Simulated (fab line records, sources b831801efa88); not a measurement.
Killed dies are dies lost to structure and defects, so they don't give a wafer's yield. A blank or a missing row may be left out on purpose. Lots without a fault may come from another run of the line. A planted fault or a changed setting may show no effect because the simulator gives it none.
fab line records | flow sky130
record lots=24 wafers=72 last_day=50
route steps=708 shown NWELL@63 VT_ADJUST_NCORE@129 SONOS_TUNNEL@162 SONOS_ONO@185 GATE_OXIDE@189 CONTACT@424
lots that met no fault: from a run of the same line without faults
start_h: hours from the record's first day to the start of the lot's first wafer shown | wait_h: hours since the lot's step before | " the same as in the row above | L1.1+2: a row that stands for several wafers | - no value, or no start given | * or withheld: withheld | < > ~ a bound
route shown NAME@n: a module of which the file shows steps, and the number in the route of the first | usual: mean/standard deviation of fault-free wafers | same: alike in all rows | chamber/n: place in a boat | sites: the reading at each site | _std_site: their standard deviation | _edge_site: outer sites' mean less inner sites' | radius_mm: how far each site lies from the wafer's centre | mask NAME#n: copy n | behind: the tool/chamber that last shaped the wafer | hold: why the lot was held/for how many hours/how that ended | device: the transistor (n, p or np) that didn't switch | end of line: the same wafers' tests at the end of the route | a step without rows: its recipe alone | killed: dies lost to structure and defects at the first sort, not the wafer's yield | map: a wafer's dies, x killed, . not, _ none there
set.NAME: the setting as run; set.NAME@STEP: as run at that earlier step | model.NAME: the simulator's own value behind a step, which no gauge read
steps of the route over a sample of lots; a table a step, a row a wafer
services: from which hour (start_h, from the record's first day; less than 0 if before it) a tool's chamber was out of use, for how many hours, and why
## steps
# step SKY_NWELL_OVL_MEAS_10
# usual NWELL_00_OVL=-0.4/1.3
# columns lot.wafer tool chamber start_h wait_h NWELL_00_OVL[nm]
L074.2 overlay-01 - 91.28 - -1.0
L074.3 " - " " -0.8
L074.6 " - " " -0.5
L075.3 overlay-02 - 97.13 - 0.0
L075.4 " - " " -0.3
L075.5 " - " " -1.1
L076.1 overlay-02 - 99.12 - -1.3
L076.3 " - " " -1.1
L076.4 " - " " -2.0
L077.1 overlay-02 - 102.82 - 0.3
L077.2 " - " " 1.1
L077.6 " - " " 0.2
L078.1 overlay-02 - 113.47 - -0.1
L078.3 " - " " -2.5
L078.4 " - " " -1.4
L079.2 overlay-01 - 117.03 - -0.7
L079.4 " - " " -0.5
L079.6 " - " " -1.2
L080.4 overlay-01 - 120.68 - 0.2
L080.5 " - " " 0.8
L080.6 " - " " 0.0
L081.2 overlay-02 - 125.13 - 1.7
L081.3 " - " " 0.8
L081.6 " - " " 0.8
L082.1 overlay-02 - 128.17 - -1.6
L082.3 " - " " -1.1
L082.5 " - " " -1.5
L083.1 overlay-02 - 137.67 - 2.1
L083.2 " - " " 1.5
L083.3 " - " " -0.1
L084.1 overlay-02 - 143.42 - -1.6
L084.2 " - " " 0.7
L084.4 " - " " -0.4
L085.2 overlay-01 - 148.93 - 0.8
L085.5 " - " " 0.1
L085.6 " - " " 0.3
L086.2 overlay-01 - 154.97 - -0.6
L086.3 " - " " -0.4
L086.6 " - " " -0.6
L087.2 overlay-02 - 162.23 - -1.6
L087.4 " - " " -0.6
L087.5 " - " " -2.6
L088.4 overlay-01 - 167.29 - -1.0
L088.5 " - " " -1.6
L088.6 " - " " -2.2
L089.2 overlay-02 - 171.28 - -0.8
L089.3 " - " " 0.5
L089.6 " - " " -0.9
L090.1 overlay-01 - 179.27 - -4.5
L090.2 " - " " -2.9
L090.4 " - " " -2.2
L091.2 overlay-01 - 183.22 - 0.7
L091.4 " - " " 1.5
L091.5 " - " " 0.9
L092.1 overlay-01 - 191.26 - -0.3
L092.4 " - " " -1.6
L092.6 " - " " -1.5
L093.1 overlay-01 - 195.22 - 0.5
L093.5 " - " " -0.4
L093.6 " - " " -0.8
L094.1 overlay-01 - 203.46 - 0.3
L094.2 " - " " 0.2
L094.6 " - " " 0.4
L095.2 overlay-01 - 208.68 - -1.7
L095.3 " - " " -0.7
L095.5 " - " " 0.3
L096.2 overlay-01 - 210.48 - 1.2
L096.3 " - " " 1.2
L096.4 " - " " 1.3
L097.2 overlay-01 - 215.97 - -3.3
L097.3 " - " " -2.4
L097.4 " - " " -1.4
# step SKY_VT_ADJUST_NCORE_STRIP_10
# recipe chemistry=O2/N2 power_w=1400 pressure_mtorr=1500 platen_temp_c=withheld o2_flow_sccm=3000 n2_flow_sccm=300 overash_fraction=0.5
# usual drypump_motor_current_A=5.64/0.27 oes_product_au=0.716/0.0045 strip_time_to_endpoint_s=14.17/0.044
# columns lot.wafer tool chamber start_h wait_h drypump_motor_current_A oes_product_au rf_hours_counter_h strip_time_to_endpoint_s
L074.2 plasma_asher-02 1 188.77 0.1 5.75 0.721 7 14.13
L074.3 " 1 " " 5.75 0.719 - 14.12
L074.6 " 0 " " 5.56 0.713 - 14.07
L075.3 plasma_asher-02 0 196.65 0.1 5.54 0.718 - 14.17
L075.4 " 1 " " 5.75 0.708 - 14.18
L075.5 " 1 " " 5.72 0.718 - 14.14
L076.1 plasma_asher-02 0 198.36 0.1 5.56 0.724 8 14.14
L076.3 " 0 " " 5.56 0.714 - 14.16
L076.4 " 1 " " 5.77 0.715 - 14.14
L077.1 plasma_asher-03 0 203.12 0.1 6.00 0.717 53 14.13
L077.2 " 1 " " 5.86 0.719 53 14.12
L077.6 " 1 " " 5.86 0.714 - 14.14
L078.1 plasma_asher-03 1 215.18 0.1 5.87 0.717 54 14.22
L078.3 " 0 " " 6.00 0.716 - 14.25
L078.4 " 1 " " 5.87 0.711 - 14.27
L079.2 plasma_asher-04 1 220.58 0.1 5.25 0.712 35 14.13
L079.4 " 0 " " 5.15 0.716 - 14.12
L079.6 " 0 " " 5.16 0.714 - 14.12
L080.4 plasma_asher-02 0 225.46 0.1 5.57 0.722 - 14.15
L080.5 " 1 " " 5.76 0.714 - 14.17
L080.6 " 0 " " 5.54 0.717 - 14.18
L081.2 plasma_asher-02 0 230.24 0.1 5.56 0.720 11 14.17
L081.3 " 0 " " 5.57 0.717 - 14.15
L081.6 " 1 " " 5.73 0.722 - 14.19
L082.1 plasma_asher-02 0 234.54 0.1 5.55 0.715 12 14.22
L082.3 " 0 " " 5.55 0.719 - 14.25
L082.5 " 1 " " 5.78 0.718 - 14.28
L083.1 plasma_asher-03 1 245.08 0.1 5.88 0.714 57 14.15
L083.2 " 0 " " 5.98 0.719 57 14.14
L083.3 " 1 " " 5.89 0.712 - 14.16
L084.1 plasma_asher-04 0 251.82 0.1 5.12 0.713 36 14.15
L084.2 " 1 " " 5.25 0.714 36 14.15
L084.4 " 1 " " 5.28 0.719 - 14.19
L085.2 plasma_asher-02 1 259.12 0.1 5.73 0.722 14 14.17
L085.5 " 0 " " 5.58 0.714 - 14.17
L085.6 " 1 " " 5.74 0.714 - 14.20
L086.2 plasma_asher-04 1 265.93 0.1 5.26 0.720 37 14.23
L086.3 " 0 " " 5.16 0.721 - 14.22
L086.6 " 1 " " 5.26 0.718 - 14.22
L087.2 plasma_asher-02 0 275.51 0.1 5.56 0.712 15 14.24
L087.4 " 0 " " 5.56 0.714 - 14.23
L087.5 " 0 " " 5.57 0.722 - 14.24
L088.4 plasma_asher-03 1 281.89 0.1 5.87 0.709 - 14.15
L088.5 " 0 " " 6.00 0.711 - 14.13
L088.6 " 1 " " 5.87 0.718 - 14.13
L089.2 plasma_asher-04 0 287.11 0.1 5.11 0.709 40 14.15
L089.3 " 0 " " 5.11 0.720 - 14.15
L089.6 " 0 " " 5.14 0.707 - 14.10
L090.1 plasma_asher-02 1 294.23 0.1 5.73 0.711 17 14.07
L090.2 " 0 " " 5.57 0.713 17 14.16
L090.4 " 0 " " 5.58 0.718 - 14.13
L091.2 plasma_asher-03 0 300.36 0.1 5.99 0.720 63 14.11
L091.4 " 0 " " 6.00 0.719 - 14.15
L091.5 " 1 " " 5.89 0.721 - 14.14
L092.1 plasma_asher-03 0 311.96 0.1 5.98 0.718 64 14.13
L092.4 " 0 " " 6.00 0.714 - 14.16
L092.6 " 1 " " 5.92 0.720 - 14.09
L093.1 plasma_asher-03 1 314.92 0.1 5.87 0.712 64 14.15
L093.5 " 1 " " 5.90 0.708 - 14.12
L093.6 " 0 " " 5.99 0.719 - 14.19
L094.1 plasma_asher-02 1 324.46 0.2 5.74 0.720 20 14.20
L094.2 " 0 " " 5.57 0.709 20 14.22
L094.6 " 1 " " 5.72 0.717 - 14.20
L095.2 plasma_asher-02 0 331.28 0.1 5.56 0.713 21 14.25
L095.3 " 1 " " 5.71 0.722 - 14.12
L095.5 " 1 " " 5.72 0.715 - 14.14
L096.2 plasma_asher-04 0 335.08 0.1 5.13 0.721 44 14.16
L096.3 " 0 " " 5.13 0.721 - 14.15
L096.4 " 1 " " 5.25 0.718 - 14.18
L097.2 plasma_asher-02 1 340.27 0.1 5.72 0.716 22 14.22
L097.3 " 0 " " 5.55 0.706 - 14.19
L097.4 " 1 " " 5.73 0.723 - 14.20
# step SKY_SONOS_TUNNEL_OVL_MEAS_08
# usual SONOS_TUNNEL_OVL=-1.2/1.2
# columns lot.wafer tool chamber start_h wait_h SONOS_TUNNEL_OVL[nm]
L074.2 overlay-02 - 256.55 0.1 -2.5
L074.3 " - " " -2.2
L074.6 " - " " -1.7
L075.3 overlay-02 - 264.41 0.1 -1.2
L075.4 " - " " -1.3
L075.5 " - " " -1.1
L076.1 overlay-02 - 266.57 0.1 -3.6
L076.3 " - " " -2.2
L076.4 " - " " -2.5
L077.1 overlay-02 - 272.17 0.1 -1.5
L077.2 " - " " 0.0
L077.6 " - " " -0.7
L078.1 overlay-02 - 285.42 0.1 -1.3
L078.3 " - " " -2.4
L078.4 " - " " -1.3
L079.2 overlay-02 - 292.79 0.1 1.3
L079.4 " - " " 1.5
L079.6 " - " " 2.1
L080.4 overlay-02 - 297.75 0.1 -1.8
L080.5 " - " " -1.7
L080.6 " - " " -1.9
L081.2 overlay-02 - 302.79 0.1 -3.1
L081.3 " - " " -5.0
L081.6 " - " " -2.5
L082.1 overlay-02 - 308.59 0.1 -1.8
L082.3 " - " " -1.7
L082.5 " - " " -2.0
L083.1 overlay-02 - 319.73 0.1 -2.3
L083.2 " - " " -1.6
L083.3 " - " " -2.4
L084.1 overlay-01 - 328.77 0.1 0.1
L084.2 " - " " 0.5
L084.4 " - " " 0.0
L085.2 overlay-02 - 335.63 0.1 -0.4
L085.5 " - " " -0.6
L085.6 " - " " -1.5
L086.2 overlay-01 - 344.55 0.1 0.3
L086.3 " - " " -0.6
L086.6 " - " " -0.6
L087.2 overlay-02 - 354.53 0.1 -1.5
L087.4 " - " " -2.6
L087.5 " - " " -1.3
L088.4 overlay-01 - 360.96 0.1 -1.2
L088.5 " - " " -1.1
L088.6 " - " " -2.0
L089.2 overlay-02 - 366.65 0.1 -1.0
L089.3 " - " " -1.0
L089.6 " - " " -2.1
L090.1 overlay-02 - 374.82 0.1 -1.8
L090.2 " - " " -1.2
L090.4 " - " " -1.5
L091.2 overlay-02 - 382.49 0.1 -1.3
L091.4 " - " " -2.3
L091.5 " - " " -0.1
L092.1 overlay-01 - 394.82 0.1 -0.5
L092.4 " - " " -0.5
L092.6 " - " " -1.0
L093.1 overlay-02 - 399.29 0.1 -0.8
L093.5 " - " " -1.4
L093.6 " - " " -1.0
L094.1 overlay-02 - 408.59 0.1 -1.1
L094.2 " - " " -0.5
L094.6 " - " " -1.2
L095.2 overlay-01 - 416.09 0.1 -1.9
L095.3 " - " " -1.5
L095.5 " - " " -2.9
L096.2 overlay-01 - 420.34 0.1 -2.0
L096.3 " - " " -0.4
L096.4 " - " " -1.3
L097.2 overlay-02 - 427.09 0.1 1.4
L097.3 " - " " 1.3
L097.4 " - " " 0.7
# step SKY_SONOS_ONO_STRIP_17
# recipe chemistry=O2/N2 power_w=1400 pressure_mtorr=1500 platen_temp_c=withheld o2_flow_sccm=3000 n2_flow_sccm=300 overash_fraction=0.5
# usual drypump_motor_current_A=5.3/0.32 oes_product_au=0.711/0.0042 strip_time_to_endpoint_s=14.10/0.039
# columns lot.wafer tool chamber start_h wait_h drypump_motor_current_A oes_product_au rf_hours_counter_h strip_time_to_endpoint_s
L074.2 plasma_asher-02 0 286.73 0.0 5.6 0.709 17 14.12
L074.3 " 0 " " 5.6 0.712 - 14.20
L074.6 " 1 " " 5.7 0.706 - 14.14
L075.3 plasma_asher-01 1 297.00 0.0 5.4 0.707 - 14.03
L075.4 " 0 " " 4.8 0.710 - 14.10
L075.5 " 1 " " 5.5 0.707 - 14.09
L076.1 plasma_asher-02 1 298.73 0.0 5.8 0.711 18 14.03
L076.3 " 0 " " 5.6 0.705 - 14.05
L076.4 " 1 " " 5.8 0.719 - 14.06
L077.1 plasma_asher-04 1 301.22 0.0 5.3 0.718 41 14.06
L077.2 " 0 " " 5.1 0.711 41 14.02
L077.6 " 1 " " 5.2 0.709 - 14.03
L078.1 plasma_asher-02 0 318.07 0.0 5.6 0.712 20 14.10
L078.3 " 0 " " 5.6 0.713 - 14.09
L078.4 " 1 " " 5.7 0.708 - 14.07
L079.2 plasma_asher-04 0 323.48 0.0 5.1 0.706 43 14.17
L079.4 " 1 " " 5.2 0.710 - 14.11
L079.6 " 1 " " 5.2 0.711 - 14.11
L080.4 plasma_asher-02 1 328.65 0.0 5.7 0.717 - 14.08
L080.5 " 0 " " 5.6 0.705 - 14.15
L080.6 " 1 " " 5.7 0.700 - 14.09
L081.2 plasma_asher-01 0 337.81 0.0 4.8 0.710 69 14.14
L081.3 " 0 " " 4.8 0.703 - 14.12
L081.6 " 1 " " 5.4 0.707 - 14.10
L082.1 plasma_asher-01 1 343.63 0.0 5.4 0.706 70 14.11
L082.3 " 1 " " 5.4 0.711 - 14.16
L082.5 " 0 " " 4.8 0.710 - 14.15
L083.1 plasma_asher-02 1 354.96 0.0 5.8 0.714 24 14.12
L083.2 " 0 " " 5.6 0.711 24 14.12
L083.3 " 0 " " 5.6 0.711 - 14.12
L084.1 plasma_asher-02 1 361.98 0.0 5.7 0.709 25 14.06
L084.2 " 0 " " 5.6 0.712 25 14.07
L084.4 " 0 " " 5.6 0.713 - 14.05
L085.2 plasma_asher-04 0 370.53 0.0 5.1 0.714 48 14.10
L085.5 " 1 " " 5.2 0.712 - 14.13
L085.6 " 0 " " 5.1 0.716 - 14.14
L086.2 plasma_asher-04 0 378.23 0.0 5.1 0.704 49 14.09
L086.3 " 1 " " 5.2 0.711 - 14.08
L086.6 " 1 " " 5.2 0.717 - 14.03
L087.2 plasma_asher-01 0 387.78 0.0 4.8 0.711 75 14.18
L087.4 " 0 " " 4.8 0.708 - 14.13
L087.5 " 0 " " 4.8 0.712 - 14.12
L088.4 plasma_asher-04 1 395.01 0.0 5.3 0.705 - 14.13
L088.5 " 1 " " 5.3 0.709 - 14.08
L088.6 " 0 " " 5.1 0.714 - 14.12
L089.2 plasma_asher-01 1 401.08 0.0 5.4 0.713 76 14.07
L089.3 " 1 " " 5.4 0.711 - 14.11
L089.6 " 0 " " 4.8 0.713 - 14.12
L090.1 plasma_asher-02 0 411.03 0.0 5.6 0.699 30 14.12
L090.2 " 1 " " 5.8 0.715 30 14.12
L090.4 " 1 " " 5.8 0.712 - 14.08
L091.2 plasma_asher-01 0 420.58 0.0 4.8 0.710 78 14.11
L091.4 " 1 " " 5.4 0.712 - 14.12
L091.5 " 0 " " 4.8 0.712 - 14.13
L092.1 plasma_asher-04 1 432.08 0.0 5.3 0.708 54 14.13
L092.4 " 0 " " 5.1 0.714 - 14.14
L092.6 " 1 " " 5.3 0.714 - 14.10
L093.1 plasma_asher-02 0 435.58 0.0 5.5 0.705 32 14.11
L093.5 " 1 " " 5.8 0.717 - 14.03
L093.6 " 0 " " 5.5 0.714 - 14.06
L094.1 plasma_asher-01 1 444.53 0.0 5.4 0.716 2 14.11
L094.2 " 0 " " 4.8 0.711 2 14.11
L094.6 " 0 " " 4.8 0.708 - 14.10
L095.2 plasma_asher-01 1 456.88 0.0 5.4 0.709 3 14.13
L095.3 " 1 " " 5.4 0.713 - 14.08
L095.5 " 1 " " 5.4 0.710 - 14.13
L096.2 plasma_asher-01 1 460.03 0.0 5.5 0.711 3 14.15
L096.3 " 0 " " 4.8 0.713 - 14.12
L096.4 " 1 " " 5.5 0.706 - 14.12
L097.2 plasma_asher-02 0 464.83 0.0 5.6 0.713 35 14.12
L097.3 " 0 " " 5.6 0.718 - 14.15
L097.4 " 1 " " 5.8 0.711 - 14.12
# step SKY_GATE_OXIDE_THK_MEAS_02
# recipe reads=SiO2_of_GATE_OXIDE_OXIDATION_01
# usual GATE_OXIDE_OXIDATION_00_THK=10.26/0.23
# columns lot.wafer tool chamber start_h wait_h GATE_OXIDE_OXIDATION_00_THK[nm]
L074.2 film_metro-02 - 288.76 0.0 10.45
L074.3 " - " " 10.51
L074.6 " - " " 10.46
L075.3 film_metro-01 - 299.31 0.0 10.75
L075.4 " - " " 10.62
L075.5 " - " " 10.48
L076.1 film_metro-04 - 300.70 0.0 10.53
L076.3 " - " " 10.66
L076.4 " - " " 10.55
L077.1 film_metro-02 - 304.79 0.0 10.53
L077.2 " - " " 10.51
L077.6 " - " " 10.48
L078.1 film_metro-01 - 319.75 0.0 10.30
L078.3 " - " " 10.20
L078.4 " - " " 10.27
L079.2 film_metro-01 - 325.11 0.0 10.30
L079.4 " - " " 10.29
L079.6 " - " " 10.42
L080.4 film_metro-02 - 331.00 0.0 10.48
L080.5 " - " " 10.45
L080.6 " - " " 10.48
L081.2 film_metro-01 - 340.51 0.0 10.09
L081.3 " - " " 10.30
L081.6 " - " " 10.28
L082.1 film_metro-04 - 345.29 0.0 10.36
L082.3 " - " " 10.33
L082.5 " - " " 10.40
L083.1 film_metro-02 - 358.06 0.0 10.45
L083.2 " - " " 10.37
L083.3 " - " " 10.38
L084.1 film_metro-04 - 365.01 0.0 10.24
L084.2 " - " " 10.30
L084.4 " - " " 10.19
L085.2 film_metro-01 - 374.69 0.0 10.30
L085.5 " - " " 10.29
L085.6 " - " " 10.36
L086.2 film_metro-02 - 380.64 0.0 10.48
L086.3 " - " " 10.34
L086.6 " - " " 10.35
L087.2 film_metro-01 - 389.98 0.0 10.31
L087.4 " - " " 10.44
L087.5 " - " " 10.28
L088.4 film_metro-01 - 397.96 0.0 10.11
L088.5 " - " " 10.18
L088.6 " - " " 10.19
L089.2 film_metro-02 - 404.19 0.0 10.06
L089.3 " - " " 10.03
L089.6 " - " " 9.98
L090.1 film_metro-02 - 414.79 0.0 9.90
L090.2 " - " " 10.01
L090.4 " - " " 9.99
L091.2 film_metro-04 - 424.80 0.0 10.10
L091.4 " - " " 9.72
L091.5 " - " " 10.11
L092.1 film_metro-04 - 434.86 0.0 10.12
L092.4 " - " " 10.10
L092.6 " - " " 10.11
L093.1 film_metro-04 - 437.52 0.0 10.07
L093.5 " - " " 10.14
L093.6 " - " " 10.17
L094.1 film_metro-01 - 446.16 0.0 9.81
L094.2 " - " " 9.94
L094.6 " - " " 9.85
L095.2 film_metro-04 - 459.16 0.0 10.31
L095.3 " - " " 10.41
L095.5 " - " " 10.36
L096.2 film_metro-01 - 461.74 0.0 10.29
L096.3 " - " " 10.32
L096.4 " - " " 10.38
L097.2 film_metro-02 - 466.78 0.0 9.84
L097.3 " - " " 9.83
L097.4 " - " " 9.77
# step SKY_CONTACT_ETCH_18
# recipe target=Si3N4 chemistry=CHF3/O2 stop_on=TiN source_w=600 bias_w=200 pressure_mtorr=40 chf3_flow_sccm=50 O2_flow_sccm=5 time_s=39 target_depth_a=750
# usual drypump_motor_current_A=5.8/0.43 oes_product_au=0.857/0.0075 throttle_valve_pct=8.795/0.0095
# columns lot.wafer tool chamber start_h wait_h drypump_motor_current_A oes_product_au rf_hours_counter_h throttle_valve_pct
L074.2 rie_diel-03 0 - - 6.1 0.853 14 8.796
L074.3 " 3 " " 5.8 0.863 10 8.789
L074.6 " 0 " " 6.1 0.867 - 8.788
L075.3 rie_diel-02 0 - - 6.3 0.851 13 8.786
L075.4 " 1 " " 6.0 0.853 12 8.782
L075.5 " 3 " " 6.4 0.849 - 8.799
L076.1 rie_diel-03 3 - - 5.9 0.868 11 8.802
L076.3 " 0 " " 6.2 0.868 14 8.805
L076.4 " 2 " " 5.0 0.880 13 8.803
L077.1 rie_diel-03 2 - - 5.1 0.858 13 8.795
L077.2 " 1 " " 5.4 0.860 5 8.797
L077.6 " 0 " " 6.1 0.858 - 8.799
L078.1 rie_diel-02 0 - - 6.3 0.858 14 8.796
L078.3 " 2 " " 5.4 0.851 7 8.805
L078.4 " 3 " " 6.4 0.862 9 8.798
L079.2 rie_diel-03 0 - - 6.2 0.850 15 8.780
L079.4 " 3 " " 5.9 0.861 11 8.809
L079.6 " 3 " " 5.9 0.863 - 8.801
L080.4 rie_diel-03 3 - - 5.9 0.863 12 8.773
L080.5 " 2 " " 5.1 0.866 - 8.785
L080.6 " 3 " " 5.9 0.868 - 8.789
L081.2 rie_diel-03 0 - - 6.1 0.859 15 8.781
L081.3 " 2 " " 5.1 0.857 14 8.786
L081.6 " 3 " " 5.9 0.864 - 8.810
L082.1 rie_diel-03 3 - - 5.9 0.849 12 8.784
L082.3 " 0 " " 6.1 0.856 15 8.797
L082.5 " 2 " " 5.0 0.859 - 8.797
L083.1 rie_diel-03 0 - - 6.2 0.855 16 8.793
L083.2 " 3 " " 5.9 0.854 12 8.787
L083.3 " 1 " " 5.4 0.850 6 8.781
L084.1 rie_diel-02 3 - - 6.4 0.840 10 8.792
L084.2 " 2 " " 5.4 0.853 8 8.798
L084.4 " 0 " " 6.4 0.861 - 8.800
L085.2 rie_diel-02 2 - - 5.4 0.853 8 8.793
L085.5 " 3 " " 6.4 0.861 - 8.792
L085.6 " 0 " " 6.4 0.863 - 8.793
L086.2 rie_diel-03 0 - - 6.2 0.847 17 8.797
L086.3 " 3 " " 5.9 0.842 13 8.788
L086.6 " 3 " " 5.9 0.847 - 8.801
L087.2 rie_diel-03 3 - - 5.9 0.856 13 8.802
L087.4 " 2 " " 5.1 0.868 15 8.791
L087.5 " 1 " " 5.4 0.881 - 8.792
L088.4 rie_diel-01 1 - - 5.9 0.868 15 8.789
L088.5 " 0 " " 5.7 0.853 - 8.783
L088.6 " 1 " " 5.9 0.865 - 8.804
L089.2 rie_diel-02 3 - - 6.4 0.846 12 8.769
L089.3 " 0 " " 6.4 0.858 18 8.783
L089.6 " 2 " " 5.4 0.857 - 8.787
L090.1 rie_diel-02 2 - - 5.4 0.858 10 8.792
L090.2 " 0 " " 6.4 0.857 18 8.797
L090.4 " 0 " " 6.4 0.864 - 8.803
L091.2 rie_diel-01 1 - - 5.8 0.863 15 8.796
L091.4 " 3 " " 6.1 0.851 25 8.791
L091.5 " 0 " " 5.7 0.869 - 8.824
L092.1 rie_diel-03 0 - - 6.1 0.850 18 8.813
L092.4 " 1 " " 5.4 0.853 8 8.786
L092.6 " 1 " " 5.4 0.862 - 8.792
L093.1 rie_diel-02 0 - - 6.3 0.852 19 8.797
L093.5 " 2 " " 5.4 0.848 - 8.820
L093.6 " 1 " " 6.0 0.859 - 8.798
L094.1 rie_diel-02 0 - - 6.3 0.855 19 8.794
L094.2 " 2 " " 5.4 0.865 12 8.789
L094.6 " 2 " " 5.4 0.856 - 8.794
L095.2 rie_diel-03 2 - - 5.1 0.848 17 8.808
L095.3 " 3 " " 5.9 0.851 15 8.769
L095.5 " 3 " " 5.9 0.854 - 8.786
L096.2 rie_diel-01 0 - - 5.7 0.857 17 8.783
L096.3 " 1 " " 5.8 0.850 17 8.795
L096.4 " 2 " " 5.7 0.852 6 8.809
L097.2 rie_diel-01 0 - - 5.7 0.853 17 8.805
L097.3 " 1 " " 5.8 0.850 17 8.817
L097.4 " 2 " " 5.7 0.863 - 8.792
## services
# columns tool chamber start_h hours kind
rie_diel-03 0 175.40 5.1 repair
rie_diel-03 1 242.84 3.9 repair
rie_diel-03 0 245.19 2.0 repair
rie_diel-03 0 279.17 1.7 repair
plasma_asher-02 - 324.62 2.8 pm
rie_diel-03 - 410.81 2.8 pm
plasma_asher-02 - 437.29 2.0 repair
rie_diel-03 0 460.95 1.3 repair
plasma_asher-02 - 467.49 22.7 repair
plasma_asher-02 - 498.23 4.5 repair
rie_diel-03 - 518.53 0.3 repair
rie_diel-03 0 539.54 5.4 repair
rie_diel-03 1 539.55 1.6 repair
rie_diel-03 - 552.41 1.6 repair
rie_diel-03 0 559.48 4.6 repair
rie_diel-03 0 566.26 7.1 repair
plasma_asher-02 - 581.29 1.3 repair
rie_diel-03 0 607.34 20.7 repair
rie_diel-03 3 622.40 14.3 repair
plasma_asher-02 - 683.55 4.7 repair
plasma_asher-02 - 685.46 1.5 repair
plasma_asher-02 - 845.74 2.0 repair
plasma_asher-02 - 856.67 1.9 repair
plasma_asher-02 - 859.21 14.6 pm
## key
fault none
